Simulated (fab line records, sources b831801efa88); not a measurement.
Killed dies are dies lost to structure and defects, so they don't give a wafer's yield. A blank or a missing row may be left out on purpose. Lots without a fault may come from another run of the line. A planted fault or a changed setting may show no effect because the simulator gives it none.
Problem report in the 8D (eight disciplines) form, filled by code | flow sky130 | the parts of the form that need people (team, actions taken, sign-off) are left out

1. THE PROBLEM
killed_at_front_end at SKY_PAD_OPEN_PROBE_99 reads a mean of 71 on 3 wafers of 1 lot; wafers without a fault read 14 with a standard deviation of 4.3. That is +13 standard deviations from the usual mean.
First seen on wafer L381.1, day 48 15:46, on prober-02. The record holds 12 wafers of 4 lots with a number at this step. Rule for "out", or "out of limits": more than 4 standard deviations from the usual mean. The other wafers with a number count as sound.

2. WHAT IT IS AND WHAT IT IS NOT
question                    | is                               | is not
which readings at this step | killed_at_front_end, killed_dies | killed_at_M0_to_M3, killed_at_M4_up, killed_at_contacts, killed_at_other, killed_on_rim, killed_open, killed_short
which lots                  | L381                             | L376, L378, L380
which wafers of those lots  | all that have a number           | -
read on which tools         | prober-02                        | prober-01
when                        | from day 48 15:46                | up to then (9 sound wafers)

3. SUSPECTS, AND WHAT RULES EACH OUT
Counting: a tool at a process step up to the reading stays a suspect if it ran every lot that is out and no sound lot after the first of them.
- wet_bench-04 at SKY_FIELD_ISO_WET_ETCH_18 (etches Si3N4 in H3PO4, target depth 25 nm, time 276.3 s): kept. It ran the lot that is out, L381 (day 4 18:20), and no sound lot after that; its last sound lot up to then is L378 (day 4 05:32).
- plasma_asher-03 at SKY_METAL5_STRIP_16 (strips in O2/N2): kept. It ran the lot that is out, L381 (day 46 22:56), and no sound lot after that.
- pecvd-03 at SKY_PASSIVATION_CVD_00 (deposits SiO2, target thk 90 nm): kept. It ran the lot that is out, L381 (day 46 23:34), and no sound lot after that; its last sound lot up to then is L378 (day 46 12:09).
- prober-02 at SKY_PAD_OPEN_PROBE_99: kept. It ran the lot that is out, L381 (day 48 15:46), and no sound lot after that. Its own readings are out on those wafers: killed_at_front_end, killed_dies.
Left after counting: wet_bench-04 at SKY_FIELD_ISO_WET_ETCH_18, plasma_asher-03 at SKY_METAL5_STRIP_16, pecvd-03 at SKY_PASSIVATION_CVD_00, prober-02 at SKY_PAD_OPEN_PROBE_99.

4. THE CAUSE (what the simulator had put in)
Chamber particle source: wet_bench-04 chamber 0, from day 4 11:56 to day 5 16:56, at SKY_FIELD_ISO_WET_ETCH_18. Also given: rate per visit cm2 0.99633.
Counting left 4 suspects, and this tool is among them.

5. THE CHAIN OF EFFECTS, in route order
Each row: a reading whose mean over the struck wafers that have a number lies more than 3 standard deviations from the usual. Only readings for which the record gives a usual standard deviation are gone through. hours: the time from each lot's start at the first step in this table that gives one to its start at this step, as a median over the lots. sigmas: the change in usual standard deviations.
hours | step                  | reading             | usual | on struck wafers | change | sigmas
0     | SKY_PAD_OPEN_PROBE_99 | killed_at_front_end | 14    | 71               | +57    | +13
0     | SKY_PAD_OPEN_PROBE_99 | killed_dies         | 84    | 131              | +47    | +4.9
The process steps in it:
- SKY_PAD_OPEN_PROBE_99

6. WHAT WOULD HAVE CAUGHT IT SOONER
In this record the first reading out of limits was taken at day 48 15:46, 1060 hours after the fault began at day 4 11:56.
Of the tool readings at SKY_FIELD_ISO_WET_ETCH_18 for which the record gives a usual standard deviation, none was out on any struck wafer, so an alarm limit of 4 standard deviations on them would not have fired.
All the lots that are out (1) had begun SKY_FIELD_ISO_WET_ETCH_18 on wet_bench-04 by day 48 15:46. A hold on the tool at that time would have spared none of them.
